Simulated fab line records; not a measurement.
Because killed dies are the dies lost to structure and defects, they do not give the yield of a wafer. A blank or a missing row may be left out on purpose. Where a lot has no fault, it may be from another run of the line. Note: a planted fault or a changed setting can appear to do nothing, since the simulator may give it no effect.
The tool behind it: which one? || flow sky130 || Sampling: 9 lots, 27 wafers, 5 of 708 route steps

## WHAT THE GAUGES READ, wafer by wafer
SKY_FIELD_ISO_THK_MEAS_04. Usual: FIELD_ISO_CVD_03_THK typically reads 164.6 nm, with standard deviation 1.5.
{"lot": "L409", "measured": "day 1 15:13", "on": "film metro-04", "FIELD_ISO_CVD_03_THK (nm)": "166.4 166.2 167.2", "flag": ""}
{"lot": "L410", "measured": "day 1 18:53", "on": "film metro-04", "FIELD_ISO_CVD_03_THK (nm)": "163.3 163.8 165.1", "flag": ""}
{"lot": "L411", "measured": "day 2 00:57", "on": "film metro-01", "FIELD_ISO_CVD_03_THK (nm)": "161.6 162.0 161.3", "flag": ""}
{"lot": "L412", "measured": "day 2 05:21", "on": "film metro-01", "FIELD_ISO_CVD_03_THK (nm)": "166.5 166.0 166.4", "flag": ""}
{"lot": "L413", "measured": "day 2 11:49", "on": "film metro-02", "FIELD_ISO_CVD_03_THK (nm)": "145.5 145.2 147.4", "flag": "OFF"}
{"lot": "L414", "measured": "day 2 15:05", "on": "film metro-01", "FIELD_ISO_CVD_03_THK (nm)": "148.0 147.9 147.8", "flag": "OFF"}
{"lot": "L415", "measured": "day 2 21:31", "on": "film metro-02", "FIELD_ISO_CVD_03_THK (nm)": "147.0 147.2 147.1", "flag": "OFF"}
{"lot": "L417", "measured": "day 3 06:40", "on": "film metro-04", "FIELD_ISO_CVD_03_THK (nm)": "149.5 148.6 149.9", "flag": "OFF"}
{"lot": "L424", "measured": "day 4 17:23", "on": "film metro-04", "FIELD_ISO_CVD_03_THK (nm)": "162.2 162.9 162.3", "flag": ""}

SKY_METAL1_OVL_MEAS_16. Usual: METAL1_OVL typically reads -4 nm, with standard deviation 4.9.
{"lot": "L409", "measured": "day 32 17:57", "on": "overlay-02", "METAL1_OVL (nm)": "-3 -1 -2", "flag": ""}
{"lot": "L410", "measured": "day 32 20:12", "on": "overlay-01", "METAL1_OVL (nm)": "-3 1 -7", "flag": ""}
{"lot": "L411", "measured": "day 33 10:31", "on": "overlay-01", "METAL1_OVL (nm)": "0 -2 5", "flag": ""}
{"lot": "L412", "measured": "day 33 11:41", "on": "overlay-01", "METAL1_OVL (nm)": "2 7 2", "flag": ""}
{"lot": "L413", "measured": "day 33 23:33", "on": "overlay-01", "METAL1_OVL (nm)": "-2 -5 0", "flag": ""}
{"lot": "L414", "measured": "day 34 10:31", "on": "overlay-02", "METAL1_OVL (nm)": "-7 4 -4", "flag": ""}
{"lot": "L415", "measured": "day 34 17:07", "on": "overlay-01", "METAL1_OVL (nm)": "2 -10 -11", "flag": ""}
{"lot": "L417", "measured": "day 36 07:41", "on": "overlay-02", "METAL1_OVL (nm)": "2 -4 -5", "flag": ""}
{"lot": "L424", "measured": "day 37 18:57", "on": "overlay-01", "METAL1_OVL (nm)": "-5 -5 -4", "flag": ""}

## WHAT TOOL EACH LOT RAN ON (gives the tool, then ch and the chambers of the sampled wafers, and finally the start)
{"lot": "L409", "SKY_FIELD_ISO_CVD_03": "lpcvd-02 ch 1, day 1 13:26", "SKY_FIELD_ISO_ETCH_15": "rie diel-01 ch 0,2, day 2 05:44", "SKY_SD_N_RTA_14": "rtp anneal-01 ch 0, day 27 20:18"}
{"lot": "L410", "SKY_FIELD_ISO_CVD_03": "lpcvd-02 ch 1, day 1 17:05", "SKY_FIELD_ISO_ETCH_15": "rie diel-02 ch 1,3, day 2 09:47", "SKY_SD_N_RTA_14": "rtp anneal-02 ch 0, day 27 22:54"}
{"lot": "L411", "SKY_FIELD_ISO_CVD_03": "lpcvd-02 ch 0, day 1 23:09", "SKY_FIELD_ISO_ETCH_15": "rie diel-02 ch 0,1, day 2 15:14", "SKY_SD_N_RTA_14": "rtp anneal-01 ch 0, day 28 14:18"}
{"lot": "L412", "SKY_FIELD_ISO_CVD_03": "lpcvd-02 ch 1, day 2 03:34", "SKY_FIELD_ISO_ETCH_15": "rie diel-01 ch 0,1, day 2 21:05", "SKY_SD_N_RTA_14": "rtp anneal-02 ch 0, day 28 15:24"}
{"lot": "L413", "SKY_FIELD_ISO_CVD_03": "lpcvd-02 ch 0, day 2 10:02", "SKY_FIELD_ISO_ETCH_15": "rie diel-02 ch 1,2, day 3 03:02", "SKY_SD_N_RTA_14": "rtp anneal-01 ch 0, day 29 03:20"}
{"lot": "L414", "SKY_FIELD_ISO_CVD_03": "lpcvd-02 ch 0, day 2 13:17", "SKY_FIELD_ISO_ETCH_15": "rie diel-01 ch 1,2, day 3 06:35", "SKY_SD_N_RTA_14": "rtp anneal-02 ch 0, day 29 14:51"}
{"lot": "L415", "SKY_FIELD_ISO_CVD_03": "lpcvd-02 ch 0, day 2 19:43", "SKY_FIELD_ISO_ETCH_15": "rie diel-01 ch 0,1, day 3 13:35", "SKY_SD_N_RTA_14": "rtp anneal-01 ch 0, day 29 21:18"}
{"lot": "L417", "SKY_FIELD_ISO_CVD_03": "lpcvd-02 ch 0, day 3 04:53", "SKY_FIELD_ISO_ETCH_15": "rie diel-04 ch 2,3, day 3 23:44", "SKY_SD_N_RTA_14": "rtp anneal-02 ch 0, day 31 15:20"}
{"lot": "L424", "SKY_FIELD_ISO_CVD_03": "lpcvd-02 ch 1, day 4 15:36", "SKY_FIELD_ISO_ETCH_15": "rie diel-01 ch 0,1,2, day 5 11:50", "SKY_SD_N_RTA_14": "rtp anneal-02 ch 0, day 33 01:53"}
- SKY_FIELD_ISO_CVD_03: deposits Si3N4 from DCS/NH3, target thk 165 nm, time 2830 s.
- SKY_FIELD_ISO_ETCH_15: etches the open film in CHF3/O2, stops on Si, target depth 180 nm, time 72 s.
- SKY_SD_N_RTA_14: time 2 s.

## AS READ BY THE TOOLS THEMSELVES (means over the sampled wafers that have a number; for cases with no such wafer, the mark the record gives instead)
SKY_FIELD_ISO_CVD_03. Usual: 20.66 % for zone power bottom pct, sd 0.23.
{"lot": "L409", "tool": "lpcvd-02", "zone power bottom pct (%)": 20.73, "flag": ""}
{"lot": "L410", "tool": "lpcvd-02", "zone power bottom pct (%)": 20.61, "flag": ""}
{"lot": "L411", "tool": "lpcvd-02", "zone power bottom pct (%)": 20.83, "flag": ""}
{"lot": "L412", "tool": "lpcvd-02", "zone power bottom pct (%)": 20.71, "flag": ""}
{"lot": "L413", "tool": "lpcvd-02", "zone power bottom pct (%)": 20.64, "flag": ""}
{"lot": "L414", "tool": "lpcvd-02", "zone power bottom pct (%)": 20.70, "flag": ""}
{"lot": "L415", "tool": "lpcvd-02", "zone power bottom pct (%)": 20.71, "flag": ""}
{"lot": "L417", "tool": "lpcvd-02", "zone power bottom pct (%)": 20.72, "flag": ""}
{"lot": "L424", "tool": "lpcvd-02", "zone power bottom pct (%)": 20.48, "flag": ""}

SKY_FIELD_ISO_ETCH_15. Usual: drypump motor current A 5.6 A, standard deviation 0.35; oes product au 0.945 a.u., standard deviation 0.0069; rf fwd power W 595.7 W, standard deviation 2.2; throttle valve pct 8.843 %, standard deviation 0.0091.
{"lot": "L409", "tool": "rie diel-01", "drypump motor current A (A)": 5.5, "oes product au (a.u.)": 0.953, "rf fwd power W (W)": 596.2, "throttle valve pct (%)": 8.850, "flag": ""}
{"lot": "L410", "tool": "rie diel-02", "drypump motor current A (A)": 5.9, "oes product au (a.u.)": 0.946, "rf fwd power W (W)": 595.7, "throttle valve pct (%)": 8.843, "flag": ""}
{"lot": "L411", "tool": "rie diel-02", "drypump motor current A (A)": 5.6, "oes product au (a.u.)": 0.930, "rf fwd power W (W)": 595.7, "throttle valve pct (%)": 8.840, "flag": ""}
{"lot": "L412", "tool": "rie diel-01", "drypump motor current A (A)": 5.9, "oes product au (a.u.)": 0.949, "rf fwd power W (W)": 594.0, "throttle valve pct (%)": 8.845, "flag": ""}
{"lot": "L413", "tool": "rie diel-02", "drypump motor current A (A)": 5.8, "oes product au (a.u.)": 0.884, "rf fwd power W (W)": 592.7, "throttle valve pct (%)": 8.818, "flag": "OFF"}
{"lot": "L414", "tool": "rie diel-01", "drypump motor current A (A)": 5.7, "oes product au (a.u.)": 0.887, "rf fwd power W (W)": 594.6, "throttle valve pct (%)": 8.825, "flag": "OFF"}
{"lot": "L415", "tool": "rie diel-01", "drypump motor current A (A)": 5.9, "oes product au (a.u.)": 0.883, "rf fwd power W (W)": 594.6, "throttle valve pct (%)": 8.824, "flag": "OFF"}
{"lot": "L417", "tool": "rie diel-04", "drypump motor current A (A)": 5.6, "oes product au (a.u.)": 0.895, "rf fwd power W (W)": 595.4, "throttle valve pct (%)": 8.834, "flag": "OFF"}
{"lot": "L424", "tool": "rie diel-01", "drypump motor current A (A)": 5.6, "oes product au (a.u.)": 0.935, "rf fwd power W (W)": 594.9, "throttle valve pct (%)": 8.846, "flag": ""}

SKY_SD_N_RTA_14. Usual: lamp power pct 15.73 %, standard deviation 0.055; wafer_temp_C_max 1077.9, standard deviation 1.3.
{"lot": "L409", "tool": "rtp anneal-01", "lamp power pct (%)": 15.72, "wafer_temp_C_max": 1078.7, "flag": ""}
{"lot": "L410", "tool": "rtp anneal-02", "lamp power pct (%)": 15.71, "wafer_temp_C_max": 1077.4, "flag": ""}
{"lot": "L411", "tool": "rtp anneal-01", "lamp power pct (%)": 15.67, "wafer_temp_C_max": 1077.9, "flag": ""}
{"lot": "L412", "tool": "rtp anneal-02", "lamp power pct (%)": 15.79, "wafer_temp_C_max": 1078.0, "flag": ""}
{"lot": "L413", "tool": "rtp anneal-01", "lamp power pct (%)": 15.69, "wafer_temp_C_max": 1078.7, "flag": ""}
{"lot": "L414", "tool": "rtp anneal-02", "lamp power pct (%)": 15.70, "wafer_temp_C_max": 1078.1, "flag": ""}
{"lot": "L415", "tool": "rtp anneal-01", "lamp power pct (%)": 15.73, "wafer_temp_C_max": 1077.4, "flag": ""}
{"lot": "L417", "tool": "rtp anneal-02", "lamp power pct (%)": 15.75, "wafer_temp_C_max": 1077.0, "flag": ""}
{"lot": "L424", "tool": "rtp anneal-02", "lamp power pct (%)": 15.76, "wafer_temp_C_max": 1077.9, "flag": ""}

## THE ANSWER, worked out from the rows above alone
Rule: lot off if the mean of its wafers having a number is beyond 3 standard deviations from the usual mean. A lot without any number at a reading at which 4 lots or more have one is off too. The other lots that the step has rows for count as sound. Order of review: gauges by route order, followed by the tools' own readings, for which a lot's mean as printed above is used. The first step at which some lot is off is used, and at that step the reading that is off furthest; a lot without a number counts as furthest.
Off: at SKY_FIELD_ISO_THK_MEAS_04 (FIELD_ISO_CVD_03_THK), L413, L414, L415, L417.
If a tool, at a process step before that reading, ran all the lots that are off and no sound lot after the first of them, it fits. The gauges at SKY_FIELD_ISO_THK_MEAS_04 aren't tried: what is off there is off at SKY_FIELD_ISO_ETCH_15 too, on other tools, and a gauge's error can't cause that. No candidate that was tried fits.

## WHAT HAD BEEN PUT IN BY THE SIMULATOR
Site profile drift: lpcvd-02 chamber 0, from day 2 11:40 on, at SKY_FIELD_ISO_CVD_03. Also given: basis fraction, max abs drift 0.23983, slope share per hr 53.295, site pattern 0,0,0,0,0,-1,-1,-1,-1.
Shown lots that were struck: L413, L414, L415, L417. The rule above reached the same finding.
